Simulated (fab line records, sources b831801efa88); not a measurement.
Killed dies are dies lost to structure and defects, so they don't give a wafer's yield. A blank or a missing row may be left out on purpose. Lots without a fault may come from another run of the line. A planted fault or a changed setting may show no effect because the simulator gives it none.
Which tool did it? | flow sky130 | 24 lots, 72 wafers sampled, at 6 steps of a route of 708

WHAT THE GAUGES READ, wafer by wafer
SKY_METAL2_CD_MEAS_15: target cd 140 nm.
lot  | measured     | on        | cd_nm (nm)
L074 | day 35 01:02 | cd_sem-02 | 136.8 138.1 140.0
L075 | day 35 04:11 | cd_sem-01 | 140.0 137.9 138.8
L076 | day 35 21:17 | cd_sem-01 | 138.8 139.9 139.5
L077 | day 36 10:38 | cd_sem-02 | 141.2 141.4 141.0
L079 | day 37 00:37 | cd_sem-02 | 138.4 137.7 139.5
L078 | day 37 02:41 | cd_sem-02 | 136.9 138.4 138.7
L080 | day 37 12:53 | cd_sem-01 | 143.9 142.7 140.9
L081 | day 37 19:23 | cd_sem-01 | 140.8 141.9 140.0
L082 | day 37 20:32 | cd_sem-01 | 139.1 139.1 137.4
L083 | day 37 20:38 | cd_sem-02 | 142.9 143.0 143.2
L084 | day 38 09:29 | cd_sem-01 | 140.7 141.2 141.9
L085 | day 38 18:41 | cd_sem-01 | 140.9 141.0 140.1
L086 | day 38 23:16 | cd_sem-02 | 137.8 138.6 139.7
L087 | day 39 14:26 | cd_sem-02 | 139.6 139.5 138.6
L088 | day 39 16:11 | cd_sem-02 | 139.3 138.5 138.8
L089 | day 39 22:43 | cd_sem-01 | 139.0 140.8 140.5
L090 | day 40 07:58 | cd_sem-01 | 142.8 140.5 140.5
L092 | day 41 00:55 | cd_sem-02 | 141.1 140.8 139.9
L091 | day 41 06:55 | cd_sem-01 | 143.1 143.3 143.3
L093 | day 41 06:59 | cd_sem-02 | 139.0 138.7 137.2
L094 | day 41 07:54 | cd_sem-02 | 142.4 141.6 140.2
L095 | day 41 18:17 | cd_sem-01 | 143.8 143.4 143.1
L096 | day 41 21:11 | cd_sem-01 | 139.5 140.2 139.1
L097 | day 42 00:47 | cd_sem-01 | 139.8 138.8 138.8

SKY_METAL3_CD_MEAS_13: target cd 300 nm.
lot  | measured     | on        | cd_nm (nm)
L074 | day 38 10:54 | cd_sem-01 | 299.5 299.9 300.7
L075 | day 38 14:05 | cd_sem-02 | 296.0 296.8 296.1
L076 | day 39 05:11 | cd_sem-01 | 299.1 299.2 298.7
L077 | day 39 18:54 | cd_sem-02 | 302.8 302.0 302.4
L079 | day 40 08:58 | cd_sem-02 | 299.6 300.3 299.3
L078 | day 40 09:56 | cd_sem-02 | 301.2 301.6 301.8
L080 | day 40 19:45 | cd_sem-01 | 300.2 301.0 301.4
L081 | day 41 02:05 | cd_sem-01 | 302.1 302.4 303.2
L082 | day 41 02:29 | cd_sem-02 | 300.5 299.1 300.4
L083 | day 41 03:29 | cd_sem-01 | 300.6 299.9 299.6
L084 | day 41 15:06 | cd_sem-01 | 299.7 299.4 299.6
L085 | day 41 23:35 | cd_sem-02 | 298.5 298.5 298.2
L086 | day 42 04:09 | cd_sem-01 | 300.8 301.4 301.2
L087 | day 42 17:54 | cd_sem-02 | 300.0 300.1 301.4
L088 | day 42 18:40 | cd_sem-01 | 300.3 300.9 299.5
L089 | day 43 02:35 | cd_sem-02 | 300.1 300.1 301.7
L090 | day 43 11:01 | cd_sem-01 | 301.2 300.4 300.7
L092 | day 44 02:34 | cd_sem-01 | 302.8 301.0 302.3
L091 | day 44 08:01 | cd_sem-02 | 298.2 298.0 298.4
L093 | day 44 08:58 | cd_sem-02 | 299.3 300.1 297.8
L094 | day 44 09:10 | cd_sem-02 | 299.5 299.1 298.6
L095 | day 44 18:29 | cd_sem-01 | 299.7 299.0 300.5
L096 | day 44 20:44 | cd_sem-01 | 299.1 298.7 298.9
L097 | day 45 00:32 | cd_sem-02 | 299.0 300.8 299.0

SKY_VIA4_THK_MEAS_01.
lot  | measured     | on            | VIA4_HDPCVD_THK (nm)
L074 | day 41 18:36 | film_metro-01 | 1718 1739 1734
L075 | day 41 21:46 | film_metro-03 | 1731 1709 1712
L076 | day 42 10:51 | film_metro-02 | 1733 1749 1755
L077 | day 43 00:26 | film_metro-01 | 1737 1731 1722
L079 | day 43 13:05 | film_metro-03 | 1742 1759 1766
L078 | day 43 14:25 | film_metro-03 | 1761 1757 1731
L080 | day 43 23:39 | film_metro-03 | 1749 1775 1730
L081 | day 44 06:03 | film_metro-03 | 1763 1748 1765
L082 | day 44 07:18 | film_metro-02 | 1766 1779 1777
L083 | day 44 08:17 | film_metro-02 | 1748 1753 1767
L084 | day 44 16:03 | film_metro-02 | 1775 1767 1724
L085 | day 45 00:27 | film_metro-02 | 1752 1768 1760
L086 | day 45 06:30 | film_metro-03 | 1753 1758 1732
L087 | day 45 17:16 | film_metro-02 | 1794 1795 1795
L088 | day 45 19:15 | film_metro-01 | 1740 1730 1754
L089 | day 46 02:34 | film_metro-03 | 1709 1733 1729
L090 | day 46 09:31 | film_metro-02 | 1777 1754 1751
L092 | day 46 22:58 | film_metro-03 | 1714 1728 1753
L091 | day 47 03:10 | film_metro-03 | 1753 1740 1758
L093 | day 47 05:36 | film_metro-01 | 1732 1736 1756
L094 | day 47 06:19 | film_metro-03 | 1734 1729 1730
L095 | day 47 12:49 | film_metro-01 | 1745 1713 1745
L096 | day 47 17:10 | film_metro-03 | 1762 1725 1740
L097 | day 47 19:56 | film_metro-02 | 1765 1766 1741

WHICH TOOL RAN EACH LOT (tool, then ch and the chambers of the sampled wafers, then the start)
lot  | SKY_METAL2_DESCUM_17              | SKY_METAL3_SPUTTER_03        | SKY_METAL4_SPUTTER_04
L074 | rie_metal-02 ch 0,1, day 35 01:11 | pvd_sputter-01, day 36 06:41 | pvd_sputter-03, day 39 15:06
L075 | rie_metal-02 ch 0,1, day 35 04:20 | pvd_sputter-02, day 36 09:24 | pvd_sputter-02, day 39 18:44
L076 | rie_metal-03 ch 0,1, day 35 21:26 | pvd_sputter-04, day 37 01:57 | pvd_sputter-04, day 40 09:27
L077 | rie_metal-01 ch 0,1, day 36 10:47 | pvd_sputter-01, day 37 15:12 | pvd_sputter-03, day 40 22:44
L079 | rie_metal-03 ch 1, day 37 00:45   | pvd_sputter-04, day 38 05:34 | pvd_sputter-03, day 41 12:28
L078 | rie_metal-02 ch 1, day 37 02:49   | pvd_sputter-01, day 38 07:54 | pvd_sputter-03, day 41 13:57
L080 | rie_metal-01 ch 0, day 37 13:02   | pvd_sputter-04, day 38 17:21 | pvd_sputter-02, day 41 23:16
L081 | rie_metal-02 ch 0,1, day 37 19:30 | pvd_sputter-01, day 38 23:18 | pvd_sputter-02, day 42 07:50
L082 | rie_metal-03 ch 0,1, day 37 20:41 | pvd_sputter-01, day 39 01:23 | pvd_sputter-04, day 42 08:08
L083 | rie_metal-01 ch 0,1, day 37 20:47 | pvd_sputter-02, day 39 01:41 | pvd_sputter-02, day 42 09:05
L084 | rie_metal-01 ch 0,1, day 38 09:38 | pvd_sputter-02, day 39 13:53 | pvd_sputter-04, day 42 17:49
L085 | rie_metal-01 ch 0,1, day 38 18:50 | pvd_sputter-02, day 39 23:01 | pvd_sputter-02, day 43 02:19
L086 | rie_metal-02 ch 0,1, day 38 23:25 | pvd_sputter-04, day 40 03:04 | pvd_sputter-02, day 43 08:13
L087 | rie_metal-02 ch 0,1, day 39 14:35 | pvd_sputter-01, day 40 18:20 | pvd_sputter-03, day 43 20:20
L088 | rie_metal-03 ch 0,1, day 39 16:19 | pvd_sputter-04, day 40 19:47 | pvd_sputter-02, day 43 21:08
L089 | rie_metal-03 ch 0,1, day 39 22:51 | pvd_sputter-02, day 41 02:35 | pvd_sputter-04, day 44 04:26
L090 | rie_metal-01 ch 0,1, day 40 08:05 | pvd_sputter-04, day 41 10:59 | pvd_sputter-03, day 44 12:35
L092 | rie_metal-03 ch 0,1, day 41 01:02 | pvd_sputter-01, day 42 03:53 | pvd_sputter-02, day 45 03:43
L091 | rie_metal-01 ch 0,1, day 41 07:02 | pvd_sputter-02, day 42 09:58 | pvd_sputter-02, day 45 08:53
L093 | rie_metal-03 ch 0, day 41 07:07   | pvd_sputter-01, day 42 10:16 | pvd_sputter-04, day 45 10:26
L094 | rie_metal-02 ch 0, day 41 08:02   | pvd_sputter-02, day 42 10:34 | pvd_sputter-03, day 45 10:49
L095 | rie_metal-02 ch 0,1, day 41 18:26 | pvd_sputter-01, day 42 20:04 | pvd_sputter-03, day 45 19:20
L096 | rie_metal-03 ch 0, day 41 21:20   | pvd_sputter-02, day 42 22:37 | pvd_sputter-04, day 45 21:47
L097 | rie_metal-01 ch 0, day 42 00:56   | pvd_sputter-04, day 43 03:04 | pvd_sputter-02, day 46 01:12
- SKY_METAL2_DESCUM_17: chemistry O2, time 8 s.
- SKY_METAL3_SPUTTER_03: material Ti, target thk 5 nm, time 3.3 s.
- SKY_METAL4_SPUTTER_04: material TiN, target thk 70 nm, time 58.3 s.

WHAT THE TOOLS THEMSELVES READ (means of the sampled wafers that have a number; where no wafer has one, the mark that the record gives instead)
SKY_METAL2_DESCUM_17.
lot  | tool         | drypump_motor_current_A (A) | oes_product_au (a.u.) | rf_fwd_power_W (W)
L074 | rie_metal-02 | 5.2                         | 0.999                 | 147.1
L075 | rie_metal-02 | 5.1                         | 0.998                 | 146.5
L076 | rie_metal-03 | 5.9                         | 0.999                 | 146.7
L077 | rie_metal-01 | 5.7                         | 0.994                 | 148.2
L079 | rie_metal-03 | 6.5                         | 0.993                 | 146.7
L078 | rie_metal-02 | 5.0                         | 0.993                 | 146.5
L080 | rie_metal-01 | 5.3                         | 0.991                 | 147.8
L081 | rie_metal-02 | 5.2                         | 1.005                 | 146.4
L082 | rie_metal-03 | 5.9                         | 1.002                 | 146.9
L083 | rie_metal-01 | 5.7                         | 0.993                 | 147.5
L084 | rie_metal-01 | 5.7                         | 0.995                 | 147.6
L085 | rie_metal-01 | 5.7                         | 0.997                 | 147.5
L086 | rie_metal-02 | 5.2                         | 1.010                 | 147.0
L087 | rie_metal-02 | 5.2                         | 0.996                 | 146.5
L088 | rie_metal-03 | 6.1                         | 0.995                 | 146.7
L089 | rie_metal-03 | 6.1                         | 0.995                 | 146.7
L090 | rie_metal-01 | 5.7                         | 0.996                 | 147.2
L092 | rie_metal-03 | 5.9                         | 0.988                 | 146.4
L091 | rie_metal-01 | 5.7                         | 1.006                 | 146.8
L093 | rie_metal-03 | 5.6                         | 1.005                 | 146.6
L094 | rie_metal-02 | 5.3                         | 1.010                 | 147.5
L095 | rie_metal-02 | 5.1                         | 1.001                 | 146.4
L096 | rie_metal-03 | 5.6                         | 1.011                 | 146.1
L097 | rie_metal-01 | 5.4                         | 0.984                 | 147.7

SKY_METAL3_SPUTTER_03.
lot  | tool           | throttle_valve_pct (%)
L074 | pvd_sputter-01 | 30.5
L075 | pvd_sputter-02 | 29.0
L076 | pvd_sputter-04 | 31.0
L077 | pvd_sputter-01 | 29.8
L079 | pvd_sputter-04 | 31.1
L078 | pvd_sputter-01 | 30.4
L080 | pvd_sputter-04 | 31.1
L081 | pvd_sputter-01 | 30.2
L082 | pvd_sputter-01 | 30.0
L083 | pvd_sputter-02 | 29.1
L084 | pvd_sputter-02 | 29.2
L085 | pvd_sputter-02 | 29.0
L086 | pvd_sputter-04 | 30.7
L087 | pvd_sputter-01 | 30.5
L088 | pvd_sputter-04 | 30.6
L089 | pvd_sputter-02 | 29.0
L090 | pvd_sputter-04 | 30.5
L092 | pvd_sputter-01 | 30.3
L091 | pvd_sputter-02 | 28.8
L093 | pvd_sputter-01 | 30.0
L094 | pvd_sputter-02 | 29.0
L095 | pvd_sputter-01 | 30.3
L096 | pvd_sputter-02 | 29.0
L097 | pvd_sputter-04 | 30.8

SKY_METAL4_SPUTTER_04.
lot  | tool           | throttle_valve_pct (%)
L074 | pvd_sputter-03 | 29.9
L075 | pvd_sputter-02 | 29.1
L076 | pvd_sputter-04 | 30.5
L077 | pvd_sputter-03 | 30.5
L079 | pvd_sputter-03 | 30.2
L078 | pvd_sputter-03 | 30.0
L080 | pvd_sputter-02 | 29.0
L081 | pvd_sputter-02 | 29.1
L082 | pvd_sputter-04 | 30.5
L083 | pvd_sputter-02 | 29.1
L084 | pvd_sputter-04 | 30.4
L085 | pvd_sputter-02 | 29.2
L086 | pvd_sputter-02 | 29.2
L087 | pvd_sputter-03 | 30.0
L088 | pvd_sputter-02 | 29.1
L089 | pvd_sputter-04 | 30.2
L090 | pvd_sputter-03 | 30.2
L092 | pvd_sputter-02 | 28.9
L091 | pvd_sputter-02 | 29.1
L093 | pvd_sputter-04 | 30.7
L094 | pvd_sputter-03 | 30.5
L095 | pvd_sputter-03 | 30.1
L096 | pvd_sputter-04 | 31.2
L097 | pvd_sputter-02 | 29.0

THE ANSWER, worked out from the rows above alone
Rule: what is usual is taken from the lots themselves. Put in order of their means at a reading, lots are off if they are a third of the lots or fewer, leave a main group of 4 or more, and stand apart from it by a gap of 3 or more times the standard deviation of the main group's means; of several such gaps the widest counts. A main group whose means are all the same, to the digits that the tables above print for the reading, isn't used. A lot without any number at a reading at which 4 lots or more have one is off too. The other lots that the step has rows for count as sound. The gauges are gone through in route order, then the tools' own readings, and for those a lot's mean is taken as printed above. The first step at which some lot is off is used, and at that step the reading that is off furthest; a lot without a number counts as furthest.
No lot is off at any reading shown: from this, nothing can be told.

WHAT THE SIMULATOR HAD PUT IN
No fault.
